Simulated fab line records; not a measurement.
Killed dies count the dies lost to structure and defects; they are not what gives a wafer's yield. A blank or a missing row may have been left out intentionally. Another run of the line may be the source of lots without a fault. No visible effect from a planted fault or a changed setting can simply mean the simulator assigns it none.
Problem report, 8D (eight disciplines) form, completed by code / flow sky130 / the parts of the form that need people (team, actions taken, sign-off) are left out

== 1. WHAT IS WRONG ==
Across 2 wafers from 2 lots, VIA4_HDPCVD_THK at SKY_VIA4_THK_MEAS_01 averages 2612 nm, while fault-free wafers read 1744 nm with a standard deviation of 16. That is +54 standard deviations from the usual mean.
The first sign was on wafer L311.2 at day 47 00:04, on film-metro-03. The record has a number at this step for 42 wafers belonging to 14 lots. The rule behind "out" and "out of limits": a value lying over 4 standard deviations away from the usual mean. The other wafers with a number count as sound.

== 2. WHAT IT IS; WHAT IT IS NOT ==
question=which readings at this step | is=VIA4_HDPCVD_THK | is not=-
question=which lots | is=L311, L312 | is not=L291, L292, L293, L294, L295, L297, L298, L299, L301, L302, L307, L314
question=which wafers of those lots | is=L311.2, L312.2 | is not=L311.1, L311.6, L312.1, L312.3
question=read on which gauges | is=film-metro-02, film-metro-03 | is not=film-metro-04
question=when | is=from day 47 00:04 | is not=up to then (35 sound wafers); but 5 sound wafers of L312, L314 came after

== 3. THE SUSPECTS, EACH WITH WHAT RULES IT OUT ==
Counting: any tool at a process step up to the reading remains a suspect provided it ran every lot that is out. Sound lots after the first of them don't rule it out here, since some wafers of a struck lot are sound.
- the gauge at SKY_VIA4_THK_MEAS_01 is ruled out. 2 gauges (film-metro-02, film-metro-03) read the wafers that are out.
- hdpcvd-01 at SKY_VIA4_HDPCVD_00 (deposits SiO2, target thk 1750 nm, time 291.7 s): kept. It ran every lot that is out, first L311 (day 46 23:53); its last sound lot up to then is L307 (day 46 06:04). Out on those wafers are its own readings of sih4-flow-sccm.
- At SKY_VIA4_HDPCVD_00, inside hdpcvd-01: chamber 1 took the wafers that are out, while their sound lot-mates went through chambers 0, 2.
The count leaves hdpcvd-01 at SKY_VIA4_HDPCVD_00.

== 4. THE CAUSE (what the simulator had put in) ==
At SKY_VIA4_HDPCVD_00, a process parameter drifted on hdpcvd-01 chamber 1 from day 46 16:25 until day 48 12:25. Setting sih4-flow-sccm shifted by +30 from 60. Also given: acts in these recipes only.
Only this tool survived the counting.

== 5. THE CHAIN OF EFFECTS, in route order ==
One row per reading whose mean, taken over the struck wafers that have a number, lies over 3 standard deviations from the usual. Scope: only readings with a usual standard deviation given in the record; hours: median across lots of the time from each lot's start at the first step in this table that gives one to its start at this step; sigmas: change in usual standard deviations.
hours=0; step=SKY_VIA4_HDPCVD_00; reading=sih4-flow-sccm; usual=60.00 sccm; on struck wafers=89.94; change=+29.94; sigmas=+99 or more
hours=0; step=SKY_VIA4_THK_MEAS_01; reading=VIA4_HDPCVD_THK; usual=1744 nm; on struck wafers=2612; change=+868; sigmas=+54
It contains these process steps:
- SKY_VIA4_HDPCVD_00: deposits SiO2, target thk 1750 nm, time 291.7 s.

== 6. WHAT WOULD HAVE CAUGHT IT SOONER ==
Counted from the fault's start at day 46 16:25, it took 8 hours until the first out-of-limits reading at a measuring or inspecting step in this record, taken at day 47 00:04.
The tool's own readings at SKY_VIA4_HDPCVD_00 were out on every struck wafer that the step has a row for (sih4-flow-sccm): an alarm limit on them would have fired on the first of those.
Among the 2 lots that are out, L312 began SKY_VIA4_HDPCVD_00 on hdpcvd-01 after day 47 00:04. A hold on the tool at that time would have spared it.
